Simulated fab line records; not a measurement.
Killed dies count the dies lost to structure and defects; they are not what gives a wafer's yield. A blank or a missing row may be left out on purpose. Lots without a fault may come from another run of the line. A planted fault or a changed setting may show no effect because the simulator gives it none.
A struck lot beside a sound one -- flow sky130 -- 18 out of 708 route steps
Sound: wafers L789.1, L789.3, L789.6. Wafers struck: L798.1, L798.2, L798.3. At the end, the cause is stated.
For every step that has rows: the tool of each side, followed by ch and its chambers, followed by its first start. Under that, the readings that differ: sound wafers -- struck wafers -- difference of the means -- sigmas: that difference in standard deviations of wafers without a fault.
alike: same words and numbers on both sides, and readings whose means sit less than 2 such deviations apart. not compared: any withheld reading, any reading some wafer has no value for, any bound like >300 that may hide the same value, and any number with overlapping values for which the record gives no deviation.
Wherever a step has rows on one side only, a row that says differs or no value, or a row with sigmas, the two part there. Numbers that don't overlap but have no deviation are shown without sigmas and don't part them. A reading that every wafer of one side lacks parts them only if that side has two wafers or more.

first, 3 steps without rows for these wafers: SKY_SONOS_ONO_WET_ETCH_18 (etches Si3N4 in H3PO4, target depth 15 nm, time 172 s); SKY_GATE_OXIDE_CLEAN_00 (cleans in SC1/SC2, time 150 s); SKY_GATE_OXIDE_OXIDATION_01 (stabilise 600 s, purge 300 s, target thk 10.268 nm).
SKY_GATE_OXIDE_THK_MEAS_02:
  sound: film_metro-03 at day 16 07:08; struck: film_metro-02 at day 19 19:07
  alike: GATE_OXIDE_OXIDATION_00_THK
then, 7 steps without rows for these wafers: SKY_GATE_OXIDE_DEHYDRATE_03 (time 60 s); SKY_GATE_OXIDE_HMDS_04 (prime time 60 s); SKY_GATE_OXIDE_COAT_05 (resist thk 1140 nm); SKY_GATE_OXIDE_SOFTBAKE_06 (time 60 s); SKY_GATE_OXIDE_EXPOSE_07 (exposes mask LVOM, target cd 600 nm); SKY_GATE_OXIDE_PEB_08; SKY_GATE_OXIDE_DEVELOP_09 (develop time 60 s).
SKY_GATE_OXIDE_OVL_MEAS_10:
  sound: overlay-01 at day 17 11:50; struck: overlay-01 at day 21 01:50
  alike: GATE_OXIDE_OVL
SKY_GATE_OXIDE_IMPLANT_11:
  sound on implanter-01 ch 0, day 17 11:53; struck on implanter-01 ch 0, day 21 01:52
reading,sound,struck,difference,sigmas
beam_energy_keV,10.005 10.004 10.000,11.540 11.544 11.547,+1.541,+99 or more
model.implant.rp_nm (nm),35.13 35.13 35.13,37.44 37.44 37.44,+2.31,
model.implant.drp_nm (nm),17.11 17.11 17.11,18.95 18.95 18.95,+1.84,
  alike: dose_ions_cm2
then, 1 step without rows for these wafers: SKY_GATE_OXIDE_WET_ETCH_12 (etches SiO2 in dHF, target depth 16.8 nm, time 336 s).
SKY_GATE_OXIDE_STRIP_13: strips in O2/N2.
  sound on plasma_asher-04 ch 1, day 17 12:08; struck on plasma_asher-04 ch 0,1, day 21 02:08
  alike: drypump_motor_current_A, oes_product_au, strip_time_to_endpoint_s
  not compared: rf_hours_counter_h
SKY_GATE_OXIDE_TW_MEAS_14:
  sound: film_metro-03 at day 17 12:14; struck: film_metro-01 at day 21 02:14
reading,sound,struck,difference,sigmas
GATE_OXIDE_TW,222.7 222.2 222.9,229.3 228.3 229.9,+6.6,+4
then, 1 step without rows for these wafers: SKY_GATE_OXIDE_CLEAN_15 (cleans in SC1/SC2, time 150 s).
-- record jumps: 29 days separate the struck wafers' starts on either side; left off in module GATE_OXIDE, taken up again in module PAD_OPEN, whose first shown step is the route's number 708 --
SKY_PAD_OPEN_PROBE_99:
  sound: prober-01 at day 48 08:34; struck: prober-02 at day 50 07:51
reading,sound,struck,difference,sigmas
model.etest.pfet_01v8_lvt.vt_sat_v (V),-0.4204 -0.4217 -0.4201,-0.4174 -0.4193 -0.4154,+0.0034,
model.etest.pfet_01v8_hvt.vt_long_v (V),-1.106 -1.107 -1.104,-1.12 -1.12 -1.118,-0.01,
model.etest.pfet_01v8.vt_long_v (V),-1.045 -1.048 -1.045,-1.062 -1.063 -1.062,-0.016,
model.etest.pfet_01v8_hvt.vt_v (V),-0.8877 -0.8841 -0.8829,-0.9035 -0.9022 -0.8958,-0.0156,
model.etest.nfet_01v8_lvt.vt_long_v (V),0.4264 0.4258 0.4328,0.4227 0.4239 0.4225,-0.0053,
  alike: killed_at_M0_to_M3, killed_at_M4_up, killed_at_contacts, killed_at_front_end, killed_at_other, killed_dies, killed_open, killed_short
  not compared: model.etest.pfet_01v8_lvt.off_log10_a_um, model.etest.pfet_01v8_lvt.vt_v, model.etest.pfet_01v8_lvt.vt_long_v

## WHERE THEY PART
First at SKY_GATE_OXIDE_IMPLANT_11; last, within this record, at SKY_GATE_OXIDE_TW_MEAS_14. Later steps at which nothing parts them and some readings are alike: SKY_PAD_OPEN_PROBE_99.

WHY: what had been put in by the simulator
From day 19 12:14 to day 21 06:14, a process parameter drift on implanter-01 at SKY_GATE_OXIDE_IMPLANT_11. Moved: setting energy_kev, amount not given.
